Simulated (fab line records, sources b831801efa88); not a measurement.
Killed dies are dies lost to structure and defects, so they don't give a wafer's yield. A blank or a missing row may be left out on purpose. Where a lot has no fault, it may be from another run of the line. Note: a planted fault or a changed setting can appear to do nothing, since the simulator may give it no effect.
Comparing a struck lot with a sound one | flow sky130 | 14 steps out of a route of 708
Sound: the wafers L354.1, L354.4, L354.5. Struck: wafers L347.2, L347.4, L347.5. At the end, the cause is stated.
Order at every step that has rows: each side's tool, ch and its chambers, its first start. Under that, the readings that differ: sound wafers | struck wafers | difference of the means | sigmas: that difference in standard deviations of wafers without a fault.
alike: a reading whose means differ by less than 2 such deviations, as well as words and numbers matching on both sides. not compared: withheld readings; readings where some wafer has no value; bounds like >300 that might hide an equal value; numbers whose values overlap and for which the record gives no deviation.
The two part at a step that has a row with sigmas, a row that says differs or no value, or rows on one side only. Numbers that don't overlap but have no deviation are shown without sigmas and don't part them. A reading missing from all wafers of one side parts the sides only when that side holds two or more wafers.

first, 1 step without rows for these wafers: SKY_GATE_OXIDE_WET_ETCH_12 (etches SiO2 in dHF, target depth 16.8 nm, time 336 s).
SKY_GATE_OXIDE_STRIP_13: strips in O2/N2.
  sound on plasmaAsher-03 ch 0, day 20 13:45; struck on plasmaAsher-03 ch 0,1, day 17 20:22
  alike: drypumpMotorCurrentA, oesProductAu, stripTimeToEndpointS
  not compared: rfHoursCounterH
SKY_GATE_OXIDE_TW_MEAS_14:
  struck on filmMetro-01, day 17 20:29; sound on filmMetro-01, day 20 13:51
  alike: GATE_OXIDE_TW
then, 3 steps without rows for these wafers: SKY_GATE_OXIDE_CLEAN_15 (cleans in SC1/SC2, time 150 s); SKY_GATE_OXIDE_OXIDATION_16 (stabilise 600 s, purge 300 s, target thk 3.57 nm); SKY_POLY_GATE_CVD_00 (deposits poly-Si, target thk 180 nm, time 720 s).
SKY_POLY_GATE_THK_MEAS_01:
  struck on filmMetro-02, day 17 23:56; sound on filmMetro-02, day 20 17:37
  alike: POLY_GATE_CVD_00_THK
then, 5 steps without rows for these wafers: SKY_RES_PROTECT_DEHYDRATE_00 (time 60 s); SKY_RES_PROTECT_HMDS_01 (prime time 60 s); SKY_RES_PROTECT_COAT_02 (resist thk 1140 nm); SKY_RES_PROTECT_SOFTBAKE_03 (time 60 s); SKY_RES_PROTECT_EXPOSE_04 (exposes mask RPM, target cd 1270 nm).
SKY_RES_PROTECT_PEB_05:
  struck on lithoTrack-01, day 19 05:27; sound on lithoTrack-03 ch 0, day 21 23:44
reading        | sound          | struck | difference                    | sigmas
exhaustPa (Pa) | 45.1 43.4 43.6 | - - -  | no value on the struck wafers | 
  not compared: chillPlateTempC
then, 1 step without rows for these wafers: SKY_RES_PROTECT_DEVELOP_06 (develop time 60 s).

== WHERE THEY PART ==
Only at SKY_RES_PROTECT_PEB_05, as far as this record shows.

WHY: what the simulator had put in
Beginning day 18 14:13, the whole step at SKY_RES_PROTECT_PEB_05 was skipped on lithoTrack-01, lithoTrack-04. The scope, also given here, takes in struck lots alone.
